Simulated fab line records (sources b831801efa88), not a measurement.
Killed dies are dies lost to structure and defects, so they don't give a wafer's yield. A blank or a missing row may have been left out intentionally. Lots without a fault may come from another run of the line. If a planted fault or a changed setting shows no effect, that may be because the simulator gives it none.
Which tool did it? | flow sky130 | Sampling: 14 lots, 42 wafers, 4 of 708 route steps

WHAT THE GAUGES SHOWED, per wafer
SKY_VIA1_THK_MEAS_01. Usual: VIA1_HDPCVD_THK gives 1023 nm (standard deviation 11).
lot  | measured     | on            | VIA1_HDPCVD_THK (nm) | flag
L961 | day 33 01:22 | film metro-02 | 1034 1022 1026       |
L962 | day 33 12:37 | film metro-03 | 1040 1041 1039       |
L964 | day 34 07:54 | film metro-04 | 1024 1018 996        |
L966 | day 34 14:37 | film metro-02 | 1032 1026 1029       |
L967 | day 34 22:55 | film metro-02 | 1034 1037 1022       |
L968 | day 35 06:29 | film metro-02 | 1021 1019 1023       |
L972 | day 36 20:36 | film metro-04 | 1020 1010 1019       |
L974 | day 37 10:56 | film metro-02 | 1036 1031 823        | OFF
L975 | day 37 19:40 | film metro-04 | 1017 1007 1005       |
L976 | day 37 21:04 | film metro-04 | 1023 809 1005        | OFF
L977 | day 38 05:50 | film metro-03 | 1027 1027 1022       |
L979 | day 38 16:06 | film metro-03 | 1020 1016 1026       |
L982 | day 39 14:26 | film metro-02 | 1018 1007 1018       |
L983 | day 39 22:35 | film metro-03 | 1023 1027 1022       |

EACH LOT AND THE TOOL THAT RAN IT (in order: tool; ch and the chambers of the sampled wafers; start)
lot  | SKY_CONTACT_ETCH_16                | SKY_METAL1_SPUTTER_03        | SKY_VIA1_HDPCVD_00
L961 | rie diel-03 ch 0,2,3, day 31 20:35 | pvd sputter-02, day 31 22:12 | hdpcvd-01 ch 0,1, day 33 01:14
L962 | rie diel-03 ch 1,2,3, day 32 07:14 | pvd sputter-04, day 32 08:50 | hdpcvd-02 ch 0,1,2, day 33 12:30
L964 | rie diel-03 ch 0,1,3, day 33 03:08 | pvd sputter-04, day 33 04:36 | hdpcvd-01 ch 1,2, day 34 07:47
L966 | rie diel-03 ch 0,2,3, day 33 10:38 | pvd sputter-01, day 33 12:05 | hdpcvd-02 ch 1,2, day 34 14:31
L967 | rie diel-04 ch 1,2,3, day 33 17:35 | pvd sputter-04, day 33 19:06 | hdpcvd-02 ch 1,2, day 34 22:49
L968 | rie diel-03 ch 0,1,3, day 34 02:11 | pvd sputter-02, day 34 03:41 | hdpcvd-02 ch 0,2, day 35 06:22
L972 | rie diel-01 ch 1,3, day 35 14:37   | pvd sputter-01, day 35 16:05 | hdpcvd-01 ch 1,2, day 36 20:29
L974 | rie diel-01 ch 0,2,3, day 36 05:50 | pvd sputter-01, day 36 07:19 | hdpcvd-01 ch 0,1,2, day 37 10:50
L975 | rie diel-03 ch 0,3, day 36 15:32   | pvd sputter-02, day 36 17:01 | hdpcvd-02 ch 0,1, day 37 19:32
L976 | rie diel-01 ch 0,1,2, day 36 16:08 | pvd sputter-01, day 36 17:42 | hdpcvd-01 ch 0,1,2, day 37 20:59
L977 | rie diel-04 ch 2,3, day 37 00:17   | pvd sputter-01, day 37 02:10 | hdpcvd-02 ch 0,1,2, day 38 05:44
L979 | rie diel-04 ch 0,1,2, day 37 11:41 | pvd sputter-04, day 37 13:33 | hdpcvd-02 ch 0,1, day 38 15:59
L982 | rie diel-03 ch 0,2,3, day 38 10:56 | pvd sputter-04, day 38 12:24 | hdpcvd-02 ch 0,1,2, day 39 14:18
L983 | rie diel-01 ch 1,2,3, day 38 19:02 | pvd sputter-04, day 38 20:32 | hdpcvd-02 ch 0,1,2, day 39 22:28
- SKY_CONTACT_ETCH_16: etches BARC in N2/H2, stops on SiO2, time 45.9 s, target depth 60 nm.
- SKY_METAL1_SPUTTER_03: material Ti, target thk 5 nm, time 3.3 s.
- SKY_VIA1_HDPCVD_00: deposits SiO2, target thk 1030 nm, time 171.7 s.

WHAT THE TOOLS THEMSELVES READ (means of the sampled wafers that have a number; where no wafer has one, the mark that the record gives instead)
SKY_CONTACT_ETCH_16. Usual: bias w 99.96 W, standard deviation 0.29; drypump motor current A 5.8 A, standard deviation 0.49; n2 flow sccm 100.0 sccm, standard deviation 0.32; oes product au 0.855 a.u., standard deviation 0.0047; throttle valve pct 13.224 %, standard deviation 0.0092.
lot  | tool        | bias w (W) | drypump motor current A (A) | n2 flow sccm (sccm) | oes product au (a.u.) | throttle valve pct (%) | flag
L961 | rie diel-03 | 99.86      | 5.5                         | 99.9                | 0.855                 | 13.225                 |
L962 | rie diel-03 | 100.24     | 5.7                         | 100.1               | 0.855                 | 13.221                 |
L964 | rie diel-03 | 99.85      | 6.0                         | 100.1               | 0.856                 | 13.223                 |
L966 | rie diel-03 | 99.77      | 5.5                         | 99.9                | 0.859                 | 13.220                 |
L967 | rie diel-04 | 100.17     | 5.4                         | 99.9                | 0.853                 | 13.225                 |
L968 | rie diel-03 | 100.05     | 6.0                         | 99.9                | 0.859                 | 13.223                 |
L972 | rie diel-01 | 99.72      | 5.9                         | 99.7                | 0.848                 | 13.224                 |
L974 | rie diel-01 | 99.91      | 5.9                         | 99.9                | 0.851                 | 13.227                 |
L975 | rie diel-03 | 99.53      | 5.7                         | 99.7                | 0.857                 | 13.226                 |
L976 | rie diel-01 | 100.00     | 6.1                         | 99.9                | 0.855                 | 13.224                 |
L977 | rie diel-04 | 99.82      | 5.2                         | 100.0               | 0.848                 | 13.223                 |
L979 | rie diel-04 | 99.74      | 5.8                         | 100.0               | 0.854                 | 13.229                 |
L982 | rie diel-03 | 100.03     | 5.5                         | 100.4               | 0.856                 | 13.221                 |
L983 | rie diel-01 | 100.01     | 6.1                         | 99.9                | 0.855                 | 13.216                 |

SKY_METAL1_SPUTTER_03. Usual: chamber pressure pa 0.4001 Pa, standard deviation 0.00086; throttle valve pct 30.4 %, standard deviation 0.95.
lot  | tool           | chamber pressure pa (Pa) | throttle valve pct (%) | flag
L961 | pvd sputter-02 | 0.4000                   | 31.1                   |
L962 | pvd sputter-04 | 0.4004                   | 31.2                   |
L964 | pvd sputter-04 | 0.4006                   | 30.5                   |
L966 | pvd sputter-01 | 0.3998                   | 29.9                   |
L967 | pvd sputter-04 | 0.4000                   | 30.2                   |
L968 | pvd sputter-02 | 0.4002                   | 30.2                   |
L972 | pvd sputter-01 | 0.4001                   | 30.1                   |
L974 | pvd sputter-01 | 0.4006                   | 30.6                   |
L975 | pvd sputter-02 | 0.4007                   | 31.3                   |
L976 | pvd sputter-01 | 0.4005                   | 30.5                   |
L977 | pvd sputter-01 | 0.3996                   | 30.6                   |
L979 | pvd sputter-04 | 0.3998                   | 31.1                   |
L982 | pvd sputter-04 | 0.4001                   | 30.2                   |
L983 | pvd sputter-04 | 0.4002                   | 30.8                   |

THE ANSWER, worked out from the rows above alone
Rule: lot off if the mean of its wafers having a number is beyond 3 standard deviations from the usual mean. Also off: a lot with no number at a reading for which 4 or more lots have one. Any other lot the step has rows for is counted as sound. The gauges are gone through in route order, then the tools' own readings, and for those a lot's mean is taken as printed above. The first step at which some lot is off is used, and at that step the reading that is off furthest; a lot without a number counts as furthest.
Off: at SKY_VIA1_THK_MEAS_01 (VIA1_HDPCVD_THK), L974, L976.
A tool fits if, at a process step before that reading, it ran every lot that is off, and no sound lot after the first of them. The gauges at SKY_VIA1_THK_MEAS_01 are tried like those tools. One fits: SKY_VIA1_HDPCVD_00 on hdpcvd-01. Its last sound lot is L972 (day 36 20:29), its first lot that is off L974 (day 37 10:50): a fault that began between those two fits.

WHAT THE SIMULATOR HAD INSERTED
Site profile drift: hdpcvd-01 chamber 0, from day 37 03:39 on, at SKY_VIA1_HDPCVD_00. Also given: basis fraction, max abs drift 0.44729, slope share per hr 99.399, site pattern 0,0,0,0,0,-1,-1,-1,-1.
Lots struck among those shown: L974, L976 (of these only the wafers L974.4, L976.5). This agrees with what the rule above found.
